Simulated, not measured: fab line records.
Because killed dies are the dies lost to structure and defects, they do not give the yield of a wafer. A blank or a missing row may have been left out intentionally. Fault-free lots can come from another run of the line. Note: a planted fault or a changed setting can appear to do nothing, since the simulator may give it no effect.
fab line records	flow sfq-line
[record] lots = 7	wafers = 19	last-day = 85
route steps=325 shown I3@137 M4@148 I4@163 JJ@178 M8@325
lots with no fault: from the same line, run without faults
start-h: the number of hours between the record's first day and the start of the first shown wafer of the lot	wait-h: how many hours have passed since the lot's step before this one	" the same as in the row above	L1.1+2: a row that stands for several wafers	- no value, or no start given	* or withheld: withheld	< > ~ a bound
route shown NAME@n: a module of which the file shows steps, and the number in the route of the first	usual: mean/standard deviation of fault-free wafers	same: alike in all rows	chamber/n: place in a boat	sites: the reading at each site	_std_site: how widely they spread, as a standard deviation	_edge_site: outer sites' mean less inner sites'	radius-mm: how far each site lies from the wafer's centre	mask NAME#n: copy n	behind: the tool/chamber that last shaped the wafer	hold: cause of the lot's hold/its duration in hours/its outcome	device: which transistor (n, p or np) failed to switch	end of line: the same wafers' tests at the end of the route	step lacking rows: just its recipe	killed: dies that structure and defects cost at the first sort, which is not the same as the wafer's yield	map: the dies of a wafer, with x for killed, . for not killed, _ for no die there
set.NAME: the setting as run; set.NAME@STEP: as run at that earlier step	model.NAME: the simulator's own value behind a step, which no gauge read
certain route steps with their lots: each step a table, each wafer a row
services: a tool's chamber out of use, with start hour (start-h, from the record's first day; less than 0 if before it), hours out, and reason
[[steps]]
[step SFQ_TRILAYER_I3_VIA_LITHO_COAT_090]
[recipe] resist = BARC	spin-rpm = 3000	resist-thk-nm = 62
[step SFQ_TRILAYER_I3_VIA_LITHO_COAT_085]
[recipe] resist = KrF	spin-rpm = 3000	resist-thk-nm = 650
[step SFQ_TRILAYER_I3_VIA_LITHO_SOFTBAKE_089]
[recipe] temp-c = withheld	time-s = withheld	resist = KrF
[step SFQ_TRILAYER_I3_VIA_LITHO_EXPOSE_086]
[recipe] mask-id = I3	na = 0.6	source-shape = conventional	sigma-outer = 0.65	target-cd-nm = 500	dose-mj = 21.3
[step SFQ_TRILAYER_I3_VIA_LITHO_PEB_088]
[recipe] peb-temp-c = 115	peb-time-s = 60	resist = KrF
[step SFQ_TRILAYER_I3_VIA_LITHO_DEVELOP_087]
[recipe] time-s = 60	resist = KrF
[step SFQ_I3_OVL_MEAS_923]
[usual] I3_OVL = -1/5.8
lot.wafer	tool	chamber	start-h	wait-h	I3_OVL[nm]
L958.2	overlay-01	-	970.35	0.1	-11
L958.4	"	-	"	"	0
L958.5	"	-	"	"	-1
L960.2	overlay-02	-	975.07	0.1	-1
L960.6	"	-	"	"	-5
L961.2	overlay-02	-	977.55	0.1	-9
L961.6	"	-	"	"	2
L971.1	overlay-02	-	1056.46	0.1	-3
L971.4	"	-	"	"	3
L971.6	"	-	"	"	0
L972.1	overlay-01	-	1058.96	0.1	6
L972.3	"	-	"	"	3
L972.5	"	-	"	"	9
L973.4	overlay-01	-	1060.17	0.1	-1
L973.5	"	-	"	"	-11
L973.6	"	-	"	"	-11
L977.1	overlay-01	-	1212.60	0.1	-2
L977.3	"	-	"	"	-4
L977.6	"	-	"	"	4
[step SFQ_TRILAYER_I3_VIA_BARC_OPEN_VIA_ETCH_121]
[recipe] mask-material = PR	chemistry = O2	target-depth-nm = 125	target = BARC	source-w = 500	bias-w = 80	pressure-mtorr = 30	time-s = 41.7
[step SFQ_TRILAYER_I3_VIA_ETCH_VIA_ETCH_088]
[recipe] target = SiO2	stop-on = Nb	mask-material = PR	taper-deg = 20	chemistry = CHF3	target-depth-nm = 260	source-w = 500	bias-w = 80	pressure-mtorr = 30	time-s = withheld
[step SFQ_TRILAYER_I3_VIA_STRIP_STRIP_089]
[recipe] gas = O2	power-w = 200	platen-temp-c = 40	overash-fraction = 0.65	chemistry = O2	pressure-mtorr = 50
[step SFQ_TRILAYER_I3_VIA_STRIP_SOLV_CLEAN_090]
[recipe] chemistry = NMP	temp-c = 70	time-s = 600
[step SFQ_TRILAYER_M4_DEP_PRE_CLEAN_092]
[recipe] gas = Ar	time-s = 22.5	bias-v = 250
[step SFQ_TRILAYER_M4_DEP_SPUTTER_091]
[recipe] material = Nb	base-pressure-pa = 1.33e-06	chamber-pressure-pa = 0.1333	substrate-temp-c = 20	resputter-cathode-voltage-v = 400	target-thk-nm = 200	power-w = 2000	time-s = 133.3
[usual] chamber-pressure-pa = 0.1333/0.00028	throttle-valve-pct = 29.3/1
lot.wafer	tool	chamber	start-h	wait-h	chamber-pressure-pa	throttle-valve-pct	model.Nb_of_TRILAYER_M4_DEP_SPUTTER_091.thk-nm
L958.2	pvd-sputter-06	-	971.34	0.0	0.13306	27.6	172.9
L958.4	"	-	"	"	0.13285	29.3	201.5
L958.5	"	-	"	"	0.13352	29.4	202.6
L960.2	pvd-sputter-06	-	976.07	0.0	0.13327	27.6	170
L960.6	"	-	"	"	0.13369	30.2	174.2
L961.2	pvd-sputter-06	-	979.14	0.0	0.13261	29.5	179.2
L961.6	"	-	"	"	0.13367	29.2	178.8
L971.1	pvd-sputter-05	-	1057.45	0.0	0.13298	29.6	197.3
L971.4	"	-	"	"	0.13352	29.8	199.8
L971.6	"	-	"	"	0.13348	29.9	200.3
L972.1	pvd-sputter-04	-	1059.95	0.0	0.13318	30.0	200.4
L972.3	"	-	"	"	0.13389	30.8	198.4
L972.5	"	-	"	"	0.13324	29.7	198.2
L973.4	pvd-sputter-06	-	1061.15	0.0	0.13328	27.9	201.2
L973.5	"	-	"	"	0.13334	30.3	206.1
L973.6	"	-	"	"	0.13328	29.1	203.1
L977.1	pvd-sputter-06	-	1213.60	0.0	0.13277	29.7	202.1
L977.3	"	-	"	"	0.13318	29.4	202.6
L977.6	"	-	"	"	0.13318	27.8	202.7
[step SFQ_M4_RS_MEAS_924]
[recipe] thk-meas-gauge = four-point-probe	reads = Nb_of_TRILAYER_M4_DEP_SPUTTER_091
[usual] M4_NB_RS = 0.885/0.012
lot.wafer	tool	chamber	start-h	wait-h	M4_NB_RS[ohm/sq]
L958.2	film-metro-02	-	971.45	0.1	1.026
L958.4	"	-	"	"	0.881
L958.5	"	-	"	"	0.876
L960.2	film-metro-01	-	976.18	0.1	1.050
L960.6	"	-	"	"	1.023
L961.2	film-metro-02	-	979.25	0.1	0.994
L961.6	"	-	"	"	0.993
L971.1	film-metro-02	-	1057.54	0.0	0.901
L971.4	"	-	"	"	0.890
L971.6	"	-	"	"	0.886
L972.1	film-metro-03	-	1060.04	0.0	0.890
L972.3	"	-	"	"	0.897
L972.5	"	-	"	"	0.898
L973.4	film-metro-02	-	1061.30	0.1	0.882
L973.5	"	-	"	"	0.861
L973.6	"	-	"	"	0.873
L977.1	film-metro-01	-	1213.69	0.0	0.877
L977.3	"	-	"	"	0.875
L977.6	"	-	"	"	0.876
[step SFQ_TRILAYER_M4_LITHO_COAT_098]
[recipe] resist = BARC	spin-rpm = 3000	resist-thk-nm = 62
[step SFQ_TRILAYER_M4_LITHO_COAT_093]
[recipe] resist = KrF	spin-rpm = 3000	resist-thk-nm = 600
[step SFQ_TRILAYER_M4_LITHO_SOFTBAKE_097]
[recipe] temp-c = withheld	time-s = withheld	resist = KrF
[step SFQ_TRILAYER_M4_LITHO_EXPOSE_094]
[recipe] mask-id = M4	na = 0.6	source-shape = conventional	sigma-outer = 0.65	target-cd-nm = 500	dose-mj = 14.4
[step SFQ_TRILAYER_M4_LITHO_PEB_096]
[recipe] peb-temp-c = 115	peb-time-s = 60	resist = KrF
[step SFQ_TRILAYER_M4_LITHO_DEVELOP_095]
[recipe] time-s = 60	resist = KrF
[step SFQ_M4_OVL_MEAS_926]
[usual] M4_OVL = -4/5.2
lot.wafer	tool	chamber	start-h	wait-h	M4_OVL[nm]
L958.2	overlay-02	-	973.87	0.1	-12
L958.4	"	-	"	"	-4
L958.5	"	-	"	"	-10
L960.2	overlay-02	-	978.75	0.1	-3
L960.6	"	-	"	"	4
L961.2	overlay-01	-	982.27	0.1	-7
L961.6	"	-	"	"	-7
L971.1	overlay-02	-	1075.76	0.1	2
L971.4	"	-	"	"	3
L971.6	"	-	"	"	3
L972.1	overlay-02	-	1076.96	0.1	-5
L972.3	"	-	"	"	-5
L972.5	"	-	"	"	-4
L973.4	overlay-02	-	1078.17	0.1	-7
L973.5	"	-	"	"	-3
L973.6	"	-	"	"	-1
L977.1	overlay-02	-	1244.87	0.1	-6
L977.3	"	-	"	"	-1
L977.6	"	-	"	"	-1
[step SFQ_TRILAYER_M4_BARC_OPEN_METAL_ETCH_123]
[recipe] mask-material = PR	chemistry = O2	target-depth-nm = 125	target = BARC	icp-w = 600	bias-w = 80	pressure-mtorr = 10	time-s = 41.7
[usual] drypump-motor-current-A = 5.9/0.47	oes-product-au = 0.685/0.0045
lot.wafer	tool	chamber	start-h	wait-h	drypump-motor-current-A	oes-product-au	rf-hours-counter-h
L958.2	rie-metal-02	0	973.90	0.0	5.4	0.689	18
L958.4	"	0	"	"	5.4	0.683	-
L958.5	"	0	"	"	5.4	0.687	-
L960.2	rie-metal-02	1	978.78	0.0	6.2	0.687	38
L960.6	"	1	"	"	6.2	0.689	-
L961.2	rie-metal-03	0	982.30	0.0	6.2	0.694	107
L961.6	"	0	"	"	6.2	0.689	-
L971.1	rie-metal-02	0	1075.79	0.0	5.5	0.688	33
L971.4	"	1	"	"	6.2	0.686	-
L971.6	"	0	"	"	5.5	0.691	-
L972.1	rie-metal-01	0	1076.99	0.0	5.5	0.687	100
L972.3	"	1	"	"	5.3	0.689	-
L972.5	"	1	"	"	5.3	0.694	-
L973.4	rie-metal-02	0	1078.21	0.0	5.4	0.690	-
L973.5	"	0	"	"	5.4	0.692	-
L973.6	"	1	"	"	6.2	0.682	-
L977.1	rie-metal-03	0	1244.91	0.0	6.2	0.687	6
L977.3	"	1	"	"	6.6	0.684	-
L977.6	"	0	"	"	6.2	0.684	-
[step SFQ_TRILAYER_M4_ETCH_METAL_ETCH_096]
[recipe] target = Nb	stop-on = SiO2	mask-material = PR	chemistry = Cl2/Ar	target-depth-nm = 240	icp-w = 600	bias-w = 80	pressure-mtorr = 10	time-s = 120
[usual] drypump-motor-current-A = 5.9/0.47	oes-product-au = 0.896/0.0077
lot.wafer	tool	chamber	start-h	wait-h	drypump-motor-current-A	oes-product-au	rf-hours-counter-h
L958.2	rie-metal-02	0	973.96	0.0	5.5	0.818	18
L958.4	"	0	"	"	5.4	0.899	-
L958.5	"	0	"	"	5.4	0.897	-
L960.2	rie-metal-02	1	978.84	0.0	6.2	0.821	38
L960.6	"	1	"	"	6.2	0.828	-
L961.2	rie-metal-03	0	982.36	0.0	6.2	0.845	107
L961.6	"	0	"	"	6.2	0.833	-
L971.1	rie-metal-02	0	1075.85	0.0	5.4	0.892	33
L971.4	"	1	"	"	6.2	0.895	-
L971.6	"	0	"	"	5.4	0.895	-
L972.1	rie-metal-01	0	1077.05	0.0	5.6	0.897	100
L972.3	"	1	"	"	5.3	0.889	-
L972.5	"	1	"	"	5.3	0.894	-
L973.4	rie-metal-02	0	1078.29	0.1	5.4	0.888	-
L973.5	"	0	"	"	5.4	0.910	-
L973.6	"	1	"	"	6.2	0.906	-
L977.1	rie-metal-03	0	1244.97	0.0	6.2	0.897	6
L977.3	"	1	"	"	6.5	0.909	-
L977.6	"	0	"	"	6.2	0.904	-
[step SFQ_TRILAYER_M4_STRIP_STRIP_097]
[recipe] gas = O2	power-w = 200	platen-temp-c = 40	overash-fraction = 0.65	chemistry = O2	pressure-mtorr = 50
[step SFQ_TRILAYER_M4_STRIP_SOLV_CLEAN_098]
[recipe] chemistry = NMP	temp-c = 70	time-s = 600
[step SFQ_TRILAYER_I4_DEP_PECVD_099]
[recipe] material = SiO2	temp-c = 150	time-s = 111.11	pressure-torr = 2.4	rf-w = 183.3	precursor = SiH4/N2O	target-thk-nm = 500
[step SFQ_TRILAYER_I4_CMP_CMP_100]
[recipe] material = SiO2	down-force-psi = 3	platen-rpm = 60	pad-velocity-m-s = 0.94248
[usual] motor-current-A = 10.0/0.57	retaining-ring-pressure-frac = 1.000/0.005	time-to-endpoint-s = 217/9.3
lot.wafer	tool	chamber	start-h	wait-h	motor-current-A	retaining-ring-pressure-frac	time-to-endpoint-s
L958.2	cmp-02	3	986.26	11.4	10.1	1.002	214
L958.4	"	0	"	"	9.2	1.001	216
L958.5	"	3	988.26	13.3	9.3	0.991	206
L960.2	cmp-02	1	992.26	12.5	9.3	0.997	211
L960.6	"	1	994.26	14.4	9.8	0.995	218
L961.2	cmp-01	1	998.38	15.1	9.7	1.005	223
L961.6	"	3	999.38	16.0	9.5	0.990	222
L971.1	cmp-01	2	1083.21	6.4	10.3	0.999	221
L971.4	"	3	"	"	9.6	1.002	221
L971.6	"	2	1085.21	8.4	9.7	0.995	224
L972.1	cmp-01	0	1086.71	8.7	10.8	0.995	208
L972.3	"	1	"	"	9.8	1.003	219
L972.5	"	3	1088.21	10.2	9.5	1.003	205
L973.4	cmp-01	3	1092.10	12.9	9.0	1.000	208
L973.6	"	0	"	"	10.6	0.997	214
L973.5	"	1	"	"	9.9	1.005	226
L977.3	cmp-02	2	1252.36	6.5	10.6	0.993	213
L977.1	"	0	1253.36	7.5	9.8	1.004	215
L977.6	"	2	1254.36	8.4	10.3	0.997	228
[step SFQ_I4_BOW_MEAS_927]
[recipe] mode = bow
[usual] I4_BOW = 0/8.1
lot.wafer	tool	chamber	start-h	wait-h	I4_BOW[um]
L958.2	film-metro-01	-	988.78	2.0	0
L958.4	"	-	"	"	13
L958.5	"	-	"	"	5
L960.2	film-metro-04	-	994.78	2.0	10
L960.6	"	-	"	"	-3
L961.2	film-metro-04	-	1000.40	1.5	-9
L961.6	"	-	"	"	-2
L971.1	film-metro-02	-	1085.71	2.0	7
L971.4	"	-	"	"	15
L971.6	"	-	"	"	3
L972.1	film-metro-02	-	1088.71	1.5	-9
L972.3	"	-	"	"	0
L972.5	"	-	"	"	-4
L973.4	film-metro-04	-	1093.66	1.1	-8
L973.5	"	-	"	"	-5
L973.6	"	-	"	"	-6
L977.1	film-metro-02	-	1255.36	1.5	-6
L977.3	"	-	"	"	-10
L977.6	"	-	"	"	1
[step SFQ_TRILAYER_I4_METRO_MEASURE_101]
[usual] thk-nm = 200.0/1.3
lot.wafer	tool	chamber	start-h	wait-h	thk-nm
L958.2	film-metro-01	-	989.08	0.3	201.6
L958.4	"	-	"	"	199.9
L958.5	"	-	"	"	199.7
L960.2	film-metro-04	-	995.08	0.3	199.4
L960.6	"	-	"	"	198.9
L961.2	film-metro-04	-	1000.70	0.3	202.2
L961.6	"	-	"	"	200.6
L971.1	film-metro-02	-	1085.83	0.1	200.1
L971.4	"	-	"	"	199.4
L971.6	"	-	"	"	200.0
L972.1	film-metro-02	-	1088.83	0.1	199.7
L972.3	"	-	"	"	200.2
L972.5	"	-	"	"	199.1
L973.4	film-metro-04	-	1094.32	0.6	199.5
L973.5	"	-	"	"	201.9
L973.6	"	-	"	"	198.8
L977.1	film-metro-02	-	1255.48	0.1	200.1
L977.3	"	-	"	"	201.4
L977.6	"	-	"	"	199.9
[step SFQ_TRILAYER_I4_VIA_LITHO_COAT_108]
[recipe] resist = BARC	spin-rpm = 3000	resist-thk-nm = 62
[step SFQ_TRILAYER_I4_VIA_LITHO_COAT_103]
[recipe] resist = KrF	spin-rpm = 3000	resist-thk-nm = 650
[step SFQ_TRILAYER_I4_VIA_LITHO_SOFTBAKE_107]
[recipe] temp-c = withheld	time-s = withheld	resist = KrF
[step SFQ_TRILAYER_I4_VIA_LITHO_EXPOSE_104]
[recipe] mask-id = I4	na = 0.6	source-shape = conventional	sigma-outer = 0.65	target-cd-nm = 700	dose-mj = 21.3
[step SFQ_TRILAYER_I4_VIA_LITHO_PEB_106]
[recipe] peb-temp-c = 115	peb-time-s = 60	resist = KrF
[step SFQ_TRILAYER_I4_VIA_LITHO_DEVELOP_105]
[recipe] time-s = 60	resist = KrF
[step SFQ_I4_OVL_MEAS_928]
[usual] I4_OVL = -2/5.3
lot.wafer	tool	chamber	start-h	wait-h	I4_OVL[nm]
L958.2	overlay-02	-	1125.09	0.1	-5
L958.4	"	-	"	"	-8
L958.5	"	-	"	"	-6
L960.2	overlay-01	-	1132.41	0.1	-5
L960.6	"	-	"	"	-4
L961.2	overlay-01	-	1137.67	0.1	1
L961.6	"	-	"	"	4
L971.1	overlay-02	-	1195.58	0.1	2
L971.4	"	-	"	"	-1
L971.6	"	-	"	"	-5
L972.1	overlay-02	-	1196.91	0.1	-9
L972.3	"	-	"	"	-9
L972.5	"	-	"	"	-3
L973.4	overlay-02	-	1198.13	0.1	2
L973.5	"	-	"	"	4
L973.6	"	-	"	"	2
L977.1	overlay-02	-	1268.87	0.1	5
L977.3	"	-	"	"	8
L977.6	"	-	"	"	2
[step SFQ_TRILAYER_I4_VIA_BARC_OPEN_VIA_ETCH_146]
[recipe] mask-material = PR	chemistry = O2	target-depth-nm = 125	target = BARC	source-w = 500	bias-w = 80	pressure-mtorr = 30	time-s = 41.7
[usual] drypump-motor-current-A = 5.6/0.4	oes-product-au = 0.686/0.004
lot.wafer	tool	chamber	start-h	wait-h	drypump-motor-current-A	oes-product-au	rf-hours-counter-h
L958.2	rie-diel-03	3	1125.12	0.0	5.1	0.688	4
L958.4	"	0	"	"	5.8	0.678	9
L958.5	"	1	"	"	4.8	0.686	-
L960.2	rie-diel-03	0	1132.44	0.0	5.8	0.679	10
L960.6	"	1	"	"	4.8	0.687	-
L961.2	rie-diel-02	0	1137.70	0.0	5.5	0.685	14
L961.6	"	0	"	"	5.5	0.684	-
L971.1	rie-diel-03	3	1195.62	0.0	5.1	0.687	6
L971.4	"	2	"	"	6.1	0.682	-
L971.6	"	3	"	"	5.1	0.681	-
L972.1	rie-diel-02	2	1196.94	0.0	5.5	0.684	11
L972.3	"	1	"	"	5.8	0.684	14
L972.5	"	3	"	"	5.7	0.680	-
L973.4	rie-diel-03	2	1198.14	0.0	6.1	0.688	15
L973.5	"	1	"	"	4.8	0.685	-
L973.6	"	2	"	"	6.1	0.686	-
L977.1	rie-diel-03	3	1268.91	0.0	5.1	0.686	7
L977.3	"	0	"	"	5.8	0.688	12
L977.6	"	3	"	"	5.1	0.686	-
[step SFQ_TRILAYER_I4_VIA_ETCH_VIA_ETCH_106]
[recipe] target = SiO2	stop-on = Nb	mask-material = PR	taper-deg = 20	chemistry = CHF3	target-depth-nm = 260	source-w = 500	bias-w = 80	pressure-mtorr = 30	time-s = withheld
[step SFQ_TRILAYER_I4_VIA_STRIP_STRIP_107]
[recipe] gas = O2	power-w = 200	platen-temp-c = 40	overash-fraction = 0.65	chemistry = O2	pressure-mtorr = 50
[usual] drypump-motor-current-A = 5.6/0.32	oes-product-au = 1.002/0.013
lot.wafer	tool	chamber	start-h	wait-h	drypump-motor-current-A	oes-product-au	rf-hours-counter-h
L958.2	rie-metal-02	1	1125.70	-	6.2	1.028	-
L958.4	"	1	"	"	6.2	1.027	-
L958.5	"	1	"	"	6.2	1.023	-
L960.2	rie-metal-02	0	1132.59	-	5.4	1.000	41
L960.6	"	0	"	"	5.4	1.018	-
L961.2	rie-metal-01	1	1137.85	-	5.3	1.001	126
L961.6	"	0	"	"	5.6	1.020	-
L971.1	rie-metal-04	1	1195.77	-	5.6	1.007	25
L971.4	"	0	"	"	5.7	0.991	-
L971.6	"	0	"	"	5.7	0.997	-
L972.1	rie-metal-01	1	1197.10	-	5.3	0.989	137
L972.3	"	1	"	"	5.3	0.993	-
L972.5	"	1	"	"	5.3	0.997	-
L973.4	rie-metal-02	0	1198.50	-	5.4	1.011	-
L973.5	"	1	"	"	6.2	1.018	-
L973.6	"	0	"	"	5.4	1.012	-
L977.1	rie-metal-02	0	1269.06	-	5.4	1.014	63
L977.3	"	0	"	"	5.4	1.022	-
L977.6	"	0	"	"	5.4	1.018	-
[step SFQ_TRILAYER_I4_VIA_STRIP_SOLV_CLEAN_108]
[recipe] chemistry = NMP	temp-c = 70	time-s = 600
[step SFQ_TRILAYER_JJ_TRILAYER_DEP_PRE_CLEAN_113]
[recipe] gas = Ar	time-s = 22.5	bias-v = 250
[step SFQ_M8_BOW_MEAS_951]
[recipe] mode = bow
[usual] M8_BOW = 5/11
lot.wafer	tool	chamber	start-h	wait-h	M8_BOW[um]	model.etest.m4.ohm-um	model.etest.i3.link-ohm	model.etest.m4.ohm-sq	model.etest.i4.link-ohm
L958.2	film-metro-02	-	1834.84	0.0	-1	2.044	2.144	1.027	2.315
L958.4	"	-	"	"	12	1.764	1.966	0.8818	2.162
L958.5	"	-	"	"	4	1.75	1.962	0.8771	2.165
L960.2	film-metro-01	-	1902.59	0.0	18	2.103	2.158	1.045	2.329
L960.6	"	-	"	"	4	2.054	2.143	1.02	2.306
L961.2	film-metro-04	-	1903.79	0.0	-17	1.994	2.085	0.9914	2.278
L961.6	"	-	"	"	-8	2.006	2.074	0.9935	2.251
L971.1	film-metro-02	-	2028.40	0.0	6	1.817	1.968	0.9005	2.187
L971.4	"	-	"	"	15	1.793	1.947	0.8894	2.185
L971.6	"	-	"	"	3	1.79	1.968	0.8868	2.186
L972.1	film-metro-04	-	2034.31	0.0	2	1.785	1.944	0.8864	2.173
L972.3	"	-	"	"	11	1.803	1.966	0.8956	2.156
L972.5	"	-	"	"	4	1.805	1.958	0.8964	2.176
L973.4	film-metro-01	-	2035.57	0.1	-10	1.79	1.952	0.8829	2.171
L973.5	"	-	"	"	-7	1.75	1.939	0.8619	2.158
L973.6	"	-	"	"	-8	1.769	1.937	0.8746	2.139
L977.1	film-metro-01	-	2051.13	0.0	-8	1.762	1.938	0.8791	2.155
L977.3	"	-	"	"	-10	1.764	1.964	0.877	2.152
L977.6	"	-	"	"	0	1.757	1.967	0.8766	2.147
[[services]]
tool	chamber	start-h	hours	kind
rie-metal-01	-	953.63	1.0	repair
film-metro-02	-	957.60	0.9	pm
rie-metal-01	1	976.91	1.0	repair
pvd-sputter-06	-	979.52	2.1	repair
rie-metal-03	0	985.05	1.3	repair
rie-metal-01	1	994.76	3.1	repair
rie-diel-03	2	1064.09	11.7	repair
cmp-01	-	1072.96	3.1	repair
rie-diel-03	-	1091.43	0.8	repair
pvd-sputter-06	-	1091.66	0.5	repair
rie-diel-03	0	1099.35	8.3	repair
rie-diel-03	2	1103.77	7.6	repair
rie-diel-03	3	1106.54	2.4	repair
rie-diel-03	0	1114.30	4.3	repair
cmp-01	-	1118.63	1.6	repair
rie-metal-02	0	1119.61	12.4	repair
cmp-01	-	1123.60	4.9	pm
rie-diel-03	-	1135.80	0.3	repair
cmp-01	-	1143.46	3.3	pm
pvd-sputter-06	-	1172.99	4.9	repair
rie-metal-03	-	1213.56	0.3	repair
rie-metal-02	-	1220.02	2.8	pm
cmp-01	-	1238.87	7.1	repair
cmp-01	-	1254.98	4.0	pm
[[key]]
[first-sign] step = SFQ_M4_RS_MEAS_924	reading = M4_NB_RS	direction = up	sigmas = 11	usual = 0.885	struck = 1.017
[effect] step = SFQ_TRILAYER_M4_ETCH_METAL_ETCH_096	reading = oes-product-au	direction = down	sigmas = 8.7	usual = 0.896	struck = 0.829
[model-effect] step = SFQ_TRILAYER_M4_DEP_SPUTTER_091	value = Nb_of_TRILAYER_M4_DEP_SPUTTER_091.thk-nm	without = 199.6	struck = 175
[model-effect] step = SFQ_M8_BOW_MEAS_951	value = etest.m4.ohm-um	without = 1.789	struck = 2.04
met-at SFQ_TRILAYER_M4_DEP_SPUTTER_091
struck-wafers L958.2,L960.2,L960.6,L961.2,L961.6
[fault] kind = process-parameter-drift	tool = pvd-sputter-06	chamber = -	onset-h = 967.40	steps = SFQ_TRILAYER_M4_DEP_SPUTTER_091	channel = target-thk-nm	offset = -24.541	shape = step	end-h = 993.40	scope = struck-wafers-only	acts-in = these-recipes-only	stated = 200
